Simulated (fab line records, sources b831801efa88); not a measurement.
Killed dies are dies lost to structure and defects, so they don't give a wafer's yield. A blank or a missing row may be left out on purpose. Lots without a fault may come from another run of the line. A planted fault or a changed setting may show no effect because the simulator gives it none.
fab line records | flow gf180mcu | part 1 of 2: steps 1 to 32 of 45
record lots=5 wafers=15 last_day=34
route steps=602 shown HV_LDD@201 NSD@235
lots that met no fault: from a run of the same line without faults
start_h: hours from the record's first day to the start of the lot's first wafer shown | wait_h: hours since the lot's step before | " the same as in the row above | L1.1+2: a row that stands for several wafers | - no value, or no start given | * or withheld: withheld | < > ~ a bound
route shown NAME@n: a module of which the file shows steps, and the number in the route of the first | usual: mean/standard deviation of fault-free wafers | same: alike in all rows | chamber/n: place in a boat | sites: the reading at each site | _std_site: their standard deviation | _edge_site: outer sites' mean less inner sites' | radius_mm: how far each site lies from the wafer's centre | mask NAME#n: copy n | behind: the tool/chamber that last shaped the wafer | hold: why the lot was held/for how many hours/how that ended | device: the transistor (n, p or np) that didn't switch | end of line: the same wafers' tests at the end of the route | a step without rows: its recipe alone | killed: dies lost to structure and defects at the first sort, not the wafer's yield | map: a wafer's dies, x killed, . not, _ none there
set.NAME: the setting as run; set.NAME@STEP: as run at that earlier step | model.NAME: the simulator's own value behind a step, which no gauge read
lots at some steps of the route; a table a step, a row a wafer
services: from which hour (start_h, from the record's first day; less than 0 if before it) a tool's chamber was out of use, for how many hours, and why
## steps
# step GF_HV_LDD_HMDS_25
# recipe prime_time_s=60 prime_temp_c=120
# columns lot.wafer tool chamber start_h wait_h
L080.1+5+6 litho_track-03 0 289.42 0.1
L083.1+2+4 litho_track-03 0 312.87 0.1
L093.1+2+6 litho_track-03 0 391.07 0.1
L095.4+5+6 litho_track-04 0 402.53 0.1
L097.1+3+6 litho_track-03 0 420.77 0.1
# step GF_HV_LDD_COAT_26
# recipe resist=NOVOLAK spin_rpm=3000 resist_thk_nm=1000
# columns lot.wafer tool chamber start_h wait_h
L080.1+5+6 litho_track-03 0 289.57 0.1
L083.1+2+4 litho_track-03 0 313.02 0.1
L093.1+2+6 litho_track-03 0 391.22 0.1
L095.4+5+6 litho_track-04 0 402.68 0.1
L097.1+3+6 litho_track-03 0 420.92 0.1
# step GF_HV_LDD_SOFTBAKE_27
# recipe temp_c=90 time_s=60 resist=NOVOLAK
# usual heater_power_total_W=56.60/0.042
# columns lot.wafer tool chamber start_h wait_h heater_power_total_W
L080.1 litho_track-03 0 289.72 0.1 56.49
L080.5 " 0 " " 56.58
L080.6 " 0 " " 56.62
L083.1 litho_track-03 0 313.17 0.1 56.59
L083.2 " 0 " " 56.60
L083.4 " 0 " " 56.64
L093.1 litho_track-03 0 391.37 0.1 56.51
L093.2 " 0 " " 56.58
L093.6 " 0 " " 56.59
L095.4 litho_track-04 0 402.83 0.1 56.61
L095.5 " 0 " " 56.59
L095.6 " 0 " " 56.65
L097.1 litho_track-03 0 421.07 0.1 56.68
L097.3 " 0 " " 56.61
L097.6 " 0 " " 56.58
# step GF_HV_LDD_EXPOSE_28
# recipe mask_id=Nplus_HV_AREA target_cd_nm=400 na=0.6 source_shape=conventional sigma_outer=0.6 dose_mj=140
# same sigma_outer=0.6
# columns lot.wafer tool chamber start_h wait_h mask
L080.1+5+6 iline_stepper-02 0 - - Nplus_HV_AREA#0
L083.1+2+4 iline_stepper-02 0 - - Nplus_HV_AREA#0
L093.1+2+6 iline_stepper-01 0 - - Nplus_HV_AREA#0
L095.4+5+6 iline_stepper-02 0 - - Nplus_HV_AREA#0
L097.1+3+6 iline_stepper-01 0 - - Nplus_HV_AREA#0
# step GF_HV_LDD_PEB_29
# recipe temp_c=withheld time_s=* resist=NOVOLAK
# columns lot.wafer tool chamber start_h wait_h
L080.1+5+6 litho_track-03 0 - -
L083.1+2+4 litho_track-04 0 - -
L093.1+2+6 litho_track-01 0 - -
L095.4+5+6 litho_track-04 0 - -
L097.1+3+6 litho_track-03 0 - -
# step GF_HV_LDD_DEVELOP_30
# recipe develop_time_s=60 dev_temp_c=23
# columns lot.wafer tool chamber start_h wait_h
L080.1+5+6 litho_track-03 0 299.07 0.1
L083.1+2+4 litho_track-04 0 323.16 0.1
L093.1+2+6 litho_track-01 0 403.31 0.1
L095.4+5+6 litho_track-04 0 413.83 0.1
L097.1+3+6 litho_track-03 0 432.97 0.1
# step GF_HV_LDD_CD_MEAS_31
# recipe target_cd_nm=400
# usual cd_nm=400.7/2.3
# columns lot.wafer tool chamber start_h wait_h cd_nm
L080.1 cd_sem-01 - 299.22 0.1 402.5
L080.5 " - " " 402.9
L080.6 " - " " 402.9
L083.1 cd_sem-01 - 323.31 0.1 399.6
L083.2 " - " " 397.6
L083.4 " - " " 398.8
L093.1 cd_sem-01 - 403.46 0.1 403.3
L093.2 " - " " 403.9
L093.6 " - " " 403.4
L095.4 cd_sem-02 - 413.97 0.1 401.6
L095.5 " - " " 397.2
L095.6 " - " " 399.1
L097.1 cd_sem-02 - 433.12 0.1 400.3
L097.3 " - " " 398.7
L097.6 " - " " 398.4
# step GF_HV_LDD_OVL_MEAS_32
# usual HV_LDD_02_OVL=-1.1/1.2
# columns lot.wafer tool chamber start_h wait_h HV_LDD_02_OVL[nm]
L080.1 overlay-01 - 299.34 0.1 -0.6
L080.5 " - " " 0.1
L080.6 " - " " -0.2
L083.1 overlay-02 - 323.43 0.1 -1.5
L083.2 " - " " 2.0
L083.4 " - " " -0.3
L093.1 overlay-01 - 403.58 0.1 -2.3
L093.2 " - " " -1.6
L093.6 " - " " -0.9
L095.4 overlay-01 - 414.04 0.1 -0.1
L095.5 " - " " -2.2
L095.6 " - " " -0.2
L097.1 overlay-02 - 433.24 0.1 -0.1
L097.3 " - " " -1.3
L097.6 " - " " 1.1
# step GF_HV_LDD_IMPLANT_33
# recipe species=P energy_kev=60 dose_cm2=7.5e+12 tilt_deg=30 rotation_deg=0
# columns lot.wafer tool chamber start_h wait_h
L080.1+5+6 implanter-03 0 299.38 0.0
L083.1+2+4 implanter-02 0 323.46 0.0
L093.1+2+6 implanter-01 0 403.62 0.0
L095.4+5+6 implanter-01 0 414.14 0.1
L097.1+3+6 implanter-03 0 433.28 0.0
# step GF_HV_LDD_IMPLANT_34
# recipe species=P energy_kev=60 dose_cm2=7.5e+12 tilt_deg=30 rotation_deg=90
# columns lot.wafer tool chamber start_h wait_h
L080.1+5+6 implanter-03 0 299.53 0.1
L083.1+2+4 implanter-02 0 323.61 0.1
L093.1+2+6 implanter-01 0 403.77 0.1
L095.4+5+6 implanter-01 0 414.29 0.1
L097.1+3+6 implanter-03 0 433.43 0.1
# step GF_HV_LDD_IMPLANT_35
# recipe species=P energy_kev=60 dose_cm2=7.5e+12 tilt_deg=30 rotation_deg=180
# columns lot.wafer tool chamber start_h wait_h
L080.1+5+6 implanter-03 0 299.68 0.1
L083.1+2+4 implanter-02 0 323.76 0.1
L093.1+2+6 implanter-01 0 403.92 0.1
L095.4+5+6 implanter-01 0 414.44 0.1
L097.1+3+6 implanter-03 0 433.58 0.1
# step GF_HV_LDD_IMPLANT_36
# recipe species=P energy_kev=60 dose_cm2=7.5e+12 tilt_deg=30 rotation_deg=270
# columns lot.wafer tool chamber start_h wait_h
L080.1+5+6 implanter-03 0 299.83 0.1
L083.1+2+4 implanter-02 0 323.91 0.1
L093.1+2+6 implanter-01 0 404.07 0.1
L095.4+5+6 implanter-01 0 414.59 0.1
L097.1+3+6 implanter-03 0 433.73 0.1
# step GF_HV_LDD_STRIP_37
# recipe chemistry=O2/N2 power_w=1400 pressure_mtorr=1500 platen_temp_c=250 o2_flow_sccm=3000 n2_flow_sccm=300 overash_fraction=0.5
# usual drypump_motor_current_A=5.57/0.3 heater_power_w=316/14 oes_product_au=0.716/0.0046 strip_time_to_endpoint_s=12.62/0.036
# columns lot.wafer tool chamber start_h wait_h drypump_motor_current_A heater_power_w oes_product_au rf_hours_counter_h strip_time_to_endpoint_s
L080.1 plasma_asher-04 0 299.98 0.1 5.30 316 0.721 53 12.60
L080.5 " 1 " " 5.23 324 0.722 - 12.62
L080.6 " 0 " " 5.27 310 0.708 - 12.60
L083.1 plasma_asher-04 1 324.06 0.1 5.24 321 0.712 56 12.58
L083.2 " 0 " " 5.29 311 0.710 56 12.58
L083.4 " 0 " " 5.30 304 0.724 - 12.59
L093.1 plasma_asher-01 0 404.22 0.1 6.00 319 0.715 74 12.53
L093.2 " 1 " " 5.60 304 0.717 74 12.56
L093.6 " 0 " " 6.01 332 0.717 - 12.56
L095.4 plasma_asher-01 1 414.70 0.1 5.59 307 0.708 - 12.65
L095.5 " 1 " " 5.58 299 0.714 - 12.66
L095.6 " 0 " " 6.00 324 0.717 - 12.67
L097.1 plasma_asher-04 0 433.88 0.1 5.30 307 0.721 65 12.63
L097.3 " 1 " " 5.23 323 0.709 - 12.63
L097.6 " 1 " " 5.24 322 0.714 - 12.62
# step GF_HV_LDD_TW_MEAS_38
# usual HV_LDD_3_TW=1434/13
# columns lot.wafer tool chamber start_h wait_h HV_LDD_3_TW
L080.1 film_metro-04 - 300.08 0.1 1418
L080.5 " - " " 1415
L080.6 " - " " 1413
L083.1 film_metro-03 - 324.16 0.1 1441
L083.2 " - " " 1447
L083.4 " - " " 1448
L093.1 film_metro-03 - 404.32 0.1 1440
L093.2 " - " " 1442
L093.6 " - " " 1451
L095.4 film_metro-04 - 414.79 0.1 1422
L095.5 " - " " 1420
L095.6 " - " " 1425
L097.1 film_metro-04 - 433.98 0.1 1420
L097.3 " - " " 1426
L097.6 " - " " 1419
# step GF_HV_LDD_DEHYDRATE_39
# recipe temp_c=200 time_s=60
# usual heater_power_total_W=160.37/0.11
# columns lot.wafer tool chamber start_h wait_h heater_power_total_W
L080.1 litho_track-01 0 310.36 10.3 160.46
L080.5 " 0 " " 160.32
L080.6 " 0 " " 160.37
L083.1 litho_track-04 0 334.16 10.0 160.22
L083.2 " 0 " " 160.42
L083.4 " 0 " " 160.36
L093.1 litho_track-04 0 415.16 10.8 160.47
L093.2 " 0 " " 160.46
L093.6 " 0 " " 160.29
L095.4 litho_track-03 0 426.10 11.3 160.28
L095.5 " 0 " " 160.54
L095.6 " 0 " " 160.21
L097.1 litho_track-01 0 445.66 11.7 160.55
L097.3 " 0 " " 160.43
L097.6 " 0 " " 160.41
# step GF_HV_LDD_HMDS_40
# recipe prime_time_s=60 prime_temp_c=120
# columns lot.wafer tool chamber start_h wait_h
L080.1+5+6 litho_track-01 0 310.51 0.1
L083.1+2+4 litho_track-04 0 334.31 0.1
L093.1+2+6 litho_track-04 0 415.31 0.1
L095.4+5+6 litho_track-03 0 426.25 0.1
L097.1+3+6 litho_track-01 0 445.81 0.1
# step GF_HV_LDD_COAT_41
# recipe resist=NOVOLAK spin_rpm=3000 resist_thk_nm=1000
# columns lot.wafer tool chamber start_h wait_h
L080.1+5+6 litho_track-01 0 310.66 0.1
L083.1+2+4 litho_track-04 0 334.46 0.1
L093.1+2+6 litho_track-04 0 415.46 0.1
L095.4+5+6 litho_track-03 0 426.40 0.1
L097.1+3+6 litho_track-01 0 445.96 0.1
# step GF_HV_LDD_SOFTBAKE_42
# recipe temp_c=90 time_s=60 resist=NOVOLAK
# usual heater_power_total_W=56.60/0.045
# columns lot.wafer tool chamber start_h wait_h heater_power_total_W
L080.1 litho_track-01 0 310.81 0.1 56.60
L080.5 " 0 " " 56.60
L080.6 " 0 " " 56.67
L083.1 litho_track-04 0 334.61 0.1 56.62
L083.2 " 0 " " 56.51
L083.4 " 0 " " 56.55
L093.1 litho_track-04 0 415.61 0.1 56.53
L093.2 " 0 " " 56.56
L093.6 " 0 " " 56.60
L095.4 litho_track-03 0 426.55 0.1 56.59
L095.5 " 0 " " 56.61
L095.6 " 0 " " 56.68
L097.1 litho_track-01 0 446.11 0.1 56.56
L097.3 " 0 " " 56.62
L097.6 " 0 " " 56.61
# step GF_HV_LDD_EXPOSE_43
# recipe mask_id=Pplus_HV_AREA target_cd_nm=400 na=0.6 source_shape=conventional sigma_outer=0.6 dose_mj=140
# same sigma_outer=0.6
# columns lot.wafer tool chamber start_h wait_h mask
L080.1+5+6 iline_stepper-01 0 - - Pplus_HV_AREA#0
L083.1+2+4 iline_stepper-02 0 - - Pplus_HV_AREA#0
L093.1+2+6 iline_stepper-02 0 - - Pplus_HV_AREA#0
L095.4+5+6 iline_stepper-01 0 - - Pplus_HV_AREA#0
L097.1+3+6 iline_stepper-01 0 - - Pplus_HV_AREA#0
# step GF_HV_LDD_PEB_44
# recipe temp_c=withheld time_s=* resist=NOVOLAK
# columns lot.wafer tool chamber start_h wait_h
L080.1+5+6 litho_track-04 0 - -
L083.1+2+4 litho_track-01 0 - -
L093.1+2+6 litho_track-01 0 - -
L095.4+5+6 litho_track-03 0 - -
L097.1+3+6 litho_track-03 0 - -
# step GF_HV_LDD_DEVELOP_45
# recipe develop_time_s=60 dev_temp_c=23
# columns lot.wafer tool chamber start_h wait_h
L080.1+5+6 litho_track-04 0 320.61 0.1
L083.1+2+4 litho_track-01 0 344.96 0.1
L093.1+2+6 litho_track-01 0 427.61 0.1
L095.4+5+6 litho_track-03 0 438.35 0.1
L097.1+3+6 litho_track-03 0 458.52 0.1
# step GF_HV_LDD_CD_MEAS_46
# recipe target_cd_nm=400
# usual cd_nm=400.6/2.5
# columns lot.wafer tool chamber start_h wait_h cd_nm
L080.1 cd_sem-01 - 320.76 0.1 405.3
L080.5 " - " " 405.9
L080.6 " - " " 405.3
L083.1 cd_sem-01 - 345.11 0.1 396.9
L083.2 " - " " 397.2
L083.4 " - " " 400.2
L093.1 cd_sem-01 - 427.76 0.1 400.9
L093.2 " - " " 400.4
L093.6 " - " " 399.6
L095.4 cd_sem-01 - 438.48 0.1 399.3
L095.5 " - " " 400.7
L095.6 " - " " 400.3
L097.1 cd_sem-01 - 458.67 0.1 400.0
L097.3 " - " " 399.8
L097.6 " - " " 399.6
# step GF_HV_LDD_OVL_MEAS_47
# usual HV_LDD_03_OVL=0.8/1.3
# columns lot.wafer tool chamber start_h wait_h HV_LDD_03_OVL[nm]
L080.1 overlay-01 - 320.88 0.1 -1.3
L080.5 " - " " -1.6
L080.6 " - " " 1.4
L083.1 overlay-01 - 345.23 0.1 -0.1
L083.2 " - " " 1.9
L083.4 " - " " 0.6
L093.1 overlay-01 - 427.88 0.1 1.8
L093.2 " - " " 0.8
L093.6 " - " " 0.2
L095.4 overlay-01 - 438.56 0.1 -0.5
L095.5 " - " " -0.3
L095.6 " - " " 2.3
L097.1 overlay-02 - 458.79 0.1 0.6
L097.3 " - " " 1.0
L097.6 " - " " 2.3
# step GF_HV_LDD_IMPLANT_48
# recipe species=B energy_kev=25 dose_cm2=3e+13 tilt_deg=7
# columns lot.wafer tool chamber start_h wait_h
L080.1+5+6 implanter-01 0 320.91 0.0
L083.1+2+4 implanter-01 0 345.27 0.0
L093.1+2+6 implanter-03 0 427.92 0.0
L095.4+5+6 implanter-03 0 438.65 0.1
L097.1+3+6 implanter-02 0 458.83 0.0
# step GF_HV_LDD_STRIP_49
# recipe chemistry=O2/N2 power_w=1400 pressure_mtorr=1500 platen_temp_c=250 o2_flow_sccm=3000 n2_flow_sccm=300 overash_fraction=0.5
# usual drypump_motor_current_A=5.58/0.29 heater_power_w=317/16 oes_product_au=0.716/0.0042 strip_time_to_endpoint_s=12.63/0.031
# columns lot.wafer tool chamber start_h wait_h drypump_motor_current_A heater_power_w oes_product_au rf_hours_counter_h strip_time_to_endpoint_s
L080.1 plasma_asher-04 1 321.06 0.1 5.22 321 0.722 55 12.64
L080.5 " 0 " " 5.33 310 0.712 - 12.65
L080.6 " 1 " " 5.22 321 0.718 - 12.62
L083.1 plasma_asher-02 1 345.42 0.1 5.26 357 0.713 24 12.57
L083.2 " 0 " " 5.63 305 0.715 24 12.63
L083.4 " 0 " " 5.64 313 0.713 - 12.58
L093.1 plasma_asher-01 1 428.07 0.1 5.61 300 0.718 77 12.66
L093.2 " 0 " " 5.98 323 0.720 77 12.66
L093.6 " 0 " " 5.99 324 0.716 - 12.66
L095.4 plasma_asher-02 1 438.76 0.1 5.25 342 0.710 - 12.64
L095.5 " 1 " " 5.26 360 0.711 - 12.66
L095.6 " 0 " " 5.61 308 0.718 - 12.64
L097.1 plasma_asher-04 1 458.98 0.1 5.23 317 0.712 67 12.59
L097.3 " 0 " " 5.33 309 0.718 - 12.58
L097.6 " 0 " " 5.33 307 0.715 - 12.56
# step GF_HV_LDD_TW_MEAS_50
# usual HV_LDD_4_TW=569/5.6
# columns lot.wafer tool chamber start_h wait_h HV_LDD_4_TW
L080.1 film_metro-01 - 321.16 0.1 577
L080.5 " - " " 571
L080.6 " - " " 577
L083.1 film_metro-04 - 345.52 0.1 559
L083.2 " - " " 565
L083.4 " - " " 562
L093.1 film_metro-03 - 428.17 0.1 566
L093.2 " - " " 574
L093.6 " - " " 575
L095.4 film_metro-01 - 438.86 0.1 569
L095.5 " - " " 575
L095.6 " - " " 576
L097.1 film_metro-04 - 459.08 0.1 559
L097.3 " - " " 558
L097.6 " - " " 563
# step GF_HV_LDD_CLEAN_51
# recipe chemistry=SC1/SC2 mix=1:4:20 temp_c=70 time_s=150 dry=n2_spin
# columns lot.wafer tool chamber start_h wait_h
L080.1+5+6 wet_bench-02 2 321.22 0.1
L083.1+2+4 wet_bench-02 3 345.58 0.1
L093.1+2+6 wet_bench-02 3 428.23 0.1
L095.4+5+6 wet_bench-02 1 438.89 0.0
L097.1+3+6 wet_bench-04 1 459.14 0.1
# step GF_HV_LDD_RTA_52
# recipe temp_c=1000 time_s=10 ambient=N2
# usual lamp_power_pct=32.7/2 wafer_temp_C_max=1003.6/1.1
# columns lot.wafer tool chamber start_h wait_h lamp_power_pct wafer_temp_C_max
L080.1 rtp_anneal-01 0 321.27 0.0 31.2 1003.2
L080.5 " 0 " " 31.3 1003.6
L080.6 " 0 " " 31.3 1003.9
L083.1 rtp_anneal-02 0 345.63 0.0 35.6 1002.5
L083.2 " 0 " " 35.5 1002.1
L083.4 " 0 " " 35.6 1002.1
L093.1 rtp_anneal-02 0 428.33 0.0 35.6 1002.7
L093.2 " 0 " " 35.5 1002.5
L093.6 " 0 " " 35.5 1002.3
L095.4 rtp_anneal-01 0 438.97 0.0 31.2 1004.4
L095.5 " 0 " " 31.2 1004.2
L095.6 " 0 " " 31.2 1003.2
L097.1 rtp_anneal-01 0 459.19 0.0 31.2 1003.4
L097.3 " 0 " " 31.2 1004.2
L097.6 " 0 " " 31.3 1004.0
# step GF_HV_LDD_RS_MEAS_53
# recipe thk_meas_gauge=four-point-probe
# usual HV_LDD_RS=418.8/1.1
# columns lot.wafer tool chamber start_h wait_h HV_LDD_RS[ohm/sq]
L080.1 film_metro-03 - 321.34 0.1 417.8
L080.5 " - " " 418.3
L080.6 " - " " 418.7
L083.1 film_metro-03 - 345.69 0.1 419.1
L083.2 " - " " 418.8
L083.4 " - " " 418.9
L093.1 film_metro-03 - 428.39 0.1 421.4
L093.2 " - " " 420.8
L093.6 " - " " 421.4
L095.4 film_metro-03 - 439.06 0.1 419.2
L095.5 " - " " 419.2
L095.6 " - " " 418.6
L097.1 film_metro-01 - 459.25 0.1 418.2
L097.3 " - " " 418.3
L097.6 " - " " 419.0
# step GF_HV_LDD_CVD_54
# recipe material=SiO2 target_thk_nm=10 precursor=TEOS temp_c=680 time_s=75 pressure_mtorr=400
# usual pressure_mtorr=399.9/0.8 spike_tc_centre_C=680.9/1.7
# columns lot.wafer tool chamber start_h wait_h pressure_mtorr spike_tc_centre_C
L080.1 lpcvd-01 1 321.46 0.1 398.9 681.8
L080.5 " 1 " " 399.9 681.5
L080.6 " 1 " " 399.5 682.4
L083.1 lpcvd-02 0 345.81 0.1 401.1 679.8
L083.2 " 0 " " 400.5 678.1
L083.4 " 0 " " 401.1 677.6
L093.1 lpcvd-01 1 428.51 0.1 400.1 682.0
L093.2 " 1 " " 400.1 681.9
L093.6 " 1 " " 400.1 681.3
L095.4 lpcvd-02 1 439.12 0.0 399.8 681.3
L095.5 " 1 " " 400.7 681.9
L095.6 " 1 " " 399.5 681.1
L097.1 lpcvd-02 1 459.37 0.1 398.0 679.6
L097.3 " 1 " " 399.0 682.2
L097.6 " 1 " " 398.2 680.3
# step GF_HV_LDD_THK_MEAS_55
# recipe reads=SiO2_of_HV_LDD_CVD_54
# usual HV_LDD_CVD_54_THK=10.00/0.12
# columns lot.wafer tool chamber start_h wait_h HV_LDD_CVD_54_THK[nm]
L080.1 film_metro-04 - 322.48 0.0 9.95
L080.5 " - " " 9.95
L080.6 " - " " 9.85
L083.1 film_metro-01 - 346.83 0.0 10.12
L083.2 " - " " 10.16
L083.4 " - " " 10.08
L093.1 film_metro-01 - 429.53 0.0 10.15
L093.2 " - " " 10.12
L093.6 " - " " 10.12
L095.4 film_metro-03 - 440.17 0.0 10.02
L095.5 " - " " 9.95
L095.6 " - " " 9.94
L097.1 film_metro-03 - 460.90 0.0 9.85
L097.3 " - " " 9.92
L097.6 " - " " 9.80
# step GF_HV_LDD_CVD_56
# recipe material=Si3N4 precursor=DCS/NH3 target_thk_nm=90 temp_c=770 time_s=1543 pressure_mtorr=250
# usual pressure_mtorr=250.1/0.45 spike_tc_centre_C=770.9/1.7
# columns lot.wafer tool chamber start_h wait_h pressure_mtorr spike_tc_centre_C
L080.1 lpcvd-02 1 322.57 0.1 249.3 770.3
L080.5 " 1 " " 250.4 771.3
L080.6 " 1 " " 249.7 772.3
L083.1 lpcvd-02 1 346.89 0.1 249.8 771.1
L083.2 " 1 " " 249.7 770.1
L083.4 " 1 " " 250.2 771.1
L093.1 lpcvd-02 1 429.59 0.1 250.1 771.4
L093.2 " 1 " " 250.4 771.7
L093.6 " 1 " " 250.2 771.2
L095.4 lpcvd-02 1 440.20 0.0 250.6 767.2
L095.5 " 1 " " 249.9 771.1
L095.6 " 1 " " 249.8 769.7
L097.1 lpcvd-01 0 460.96 0.1 249.9 771.7
L097.3 " 0 " " 250.4 771.9
L097.6 " 0 " " 250.3 771.5
